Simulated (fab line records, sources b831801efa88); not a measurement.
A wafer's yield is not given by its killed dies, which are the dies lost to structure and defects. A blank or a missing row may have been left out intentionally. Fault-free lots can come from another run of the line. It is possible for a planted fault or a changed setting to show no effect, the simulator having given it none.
Matching of chambers    flow sky130    4 sister chambers for SKY_CONTACT_ETCH_17 on rie_diel-02
The step etches SiO2 in C4F8/O2/Ar, stops on Si3N4, target depth 340 nm. 4 wafers are shown with their chamber, then 8 later ones without.

## WAFERS WITH THEIR CHAMBER
wafer   chamber  oes_product_au (a.u.)
L083.6  1        0.892
L088.1  0        0.897
L088.5  3        0.894
L091.1  2        0.893

## WAFERS MISSING THEIR CHAMBER
wafer   oes_product_au (a.u.)
L091.3  0.897
L091.4  0.890
L095.3  0.898
L095.4  0.894
L095.5  0.891
L096.2  0.889
L096.3  0.890
L096.4  0.899

## WHICH CHAMBER EACH ONE RAN IN
wafer   from the rows above                in truth
L091.3  can't be placed: 0 or 3            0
L091.4  can't be placed: 1 or 2 or 3       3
L095.3  can't be placed: 0 or 3            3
L095.4  can't be placed: 3 or 2 or 1 or 0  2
L095.5  can't be placed: 1 or 2 or 3       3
L096.2  can't be placed: 1 or 2 or 3       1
L096.3  can't be placed: 1 or 2 or 3       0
L096.4  can't be placed: 0 or 3            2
0 of 8 placed correctly. From these rows, 8 cannot be placed; in 6 the true chamber is one of the candidates. 0 placed wrongly.
How it was worked out, from the rows above alone: a wafer's distance from a chamber is the root of the sum, over the readings, of the square of ((its reading less the chamber's mean) divided by the reading's scatter). The wafer belongs to the nearest chamber; if the next one is less than 2 further off, it can't be placed. For every chamber, the mean is computed from those of its wafers that are shown. The scatter: root of mean squared gap, hidden wafer to nearest shown wafer, with one shown wafer a chamber.
